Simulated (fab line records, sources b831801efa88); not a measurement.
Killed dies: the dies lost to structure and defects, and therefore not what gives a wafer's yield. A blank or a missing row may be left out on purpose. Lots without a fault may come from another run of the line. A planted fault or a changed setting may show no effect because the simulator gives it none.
Matching of chambers	flow sky130	4 sister chambers for SKY_VIA4_CMP_02 on cmp-01
The step polishes SiO2. 8 wafers are shown with their chamber, then 10 later ones without.

== WAFERS WITH THEIR CHAMBER ==
wafer	chamber	motor-current-A (A)
L084.5	3	10.7
L086.5	1	12.1
L086.6	0	10.9
L087.2	1	12.0
L087.4	2	14.1
L087.5	3	11.1
L093.1	2	13.3
L093.3	0	11.0

== WAFERS WITHOUT THEIR CHAMBER ==
wafer	motor-current-A (A)
L093.5	11.3
L092.3	11.8
L092.4	11.0
L092.5	11.6
L096.2	10.9
L096.3	13.4
L096.4	10.6
L097.1	13.2
L097.3	10.8
L097.5	10.8

== WHICH CHAMBER EACH ONE RAN IN ==
wafer	from the rows above	in truth
L093.5	can't be placed: 0 or 3 or 1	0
L092.3	can't be placed: 1 or 0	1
L092.4	can't be placed: 0 or 3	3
L092.5	can't be placed: 1 or 0 or 3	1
L096.2	can't be placed: 3 or 0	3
L096.3	2	2
L096.4	can't be placed: 3 or 0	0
L097.1	2	2
L097.3	can't be placed: 3 or 0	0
L097.5	can't be placed: 3 or 0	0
Correctly placed: 2 of 10. Unplaceable from these rows: 8, with the true chamber sitting among the candidates in 8. Wrongly placed: 0.
How it was worked out, from the rows above alone: a wafer's distance from a chamber is the root of the sum, over the readings, of the square of ((its reading less the chamber's mean) divided by the reading's scatter). The wafer belongs to the nearest chamber; if the next one is less than 2 further off, it can't be placed. Each chamber's mean is taken over the wafers shown for it. The scatter is the square root of a quotient: the sum, over the shown wafers, of each reading's squared deviation from its chamber's mean, divided by wafers minus chambers.
